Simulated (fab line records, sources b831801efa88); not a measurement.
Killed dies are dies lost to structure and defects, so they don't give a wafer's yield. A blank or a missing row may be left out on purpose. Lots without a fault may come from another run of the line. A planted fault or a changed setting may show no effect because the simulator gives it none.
Which tool did it? | flow sky130 | 6 lots, 18 wafers sampled, at 1 step of a route of 708

WHAT THE GAUGES READ, wafer by wafer
SKY_POLY_CUT_CD_MEAS_08: target cd 270 nm.
lot  | measured     | on        | cd_nm (nm)
L238 | day 25 03:56 | cd_sem-01 | 271.4 270.2 270.2
L240 | day 26 11:37 | cd_sem-02 | 267.0 267.4 267.6
L244 | day 28 05:11 | cd_sem-01 | 269.1 269.0 269.4
L249 | day 30 01:19 | cd_sem-01 | 271.6 270.8 271.2
L253 | day 30 11:46 | cd_sem-01 | 269.0 267.7 268.7
L257 | day 31 14:46 | cd_sem-01 | 269.6 269.4 269.4

WHICH TOOL RAN EACH LOT (tool, then ch and the chambers of the sampled wafers, then the start)
The record holds no process step before these readings.

THE ANSWER, worked out from the rows above alone
Rule: what is usual is taken from the lots themselves. Put in order of their means at a reading, lots are off if they are a third of the lots or fewer, leave a main group of 4 or more, and stand apart from it by a gap of 3 or more times the standard deviation of the main group's means; of several such gaps the widest counts. A main group whose means are all the same, to the digits that the tables above print for the reading, isn't used. A lot without any number at a reading at which 4 lots or more have one is off too. The other lots that the step has rows for count as sound.
No lot is off at any reading shown: from this, nothing can be told.

WHAT THE SIMULATOR HAD PUT IN
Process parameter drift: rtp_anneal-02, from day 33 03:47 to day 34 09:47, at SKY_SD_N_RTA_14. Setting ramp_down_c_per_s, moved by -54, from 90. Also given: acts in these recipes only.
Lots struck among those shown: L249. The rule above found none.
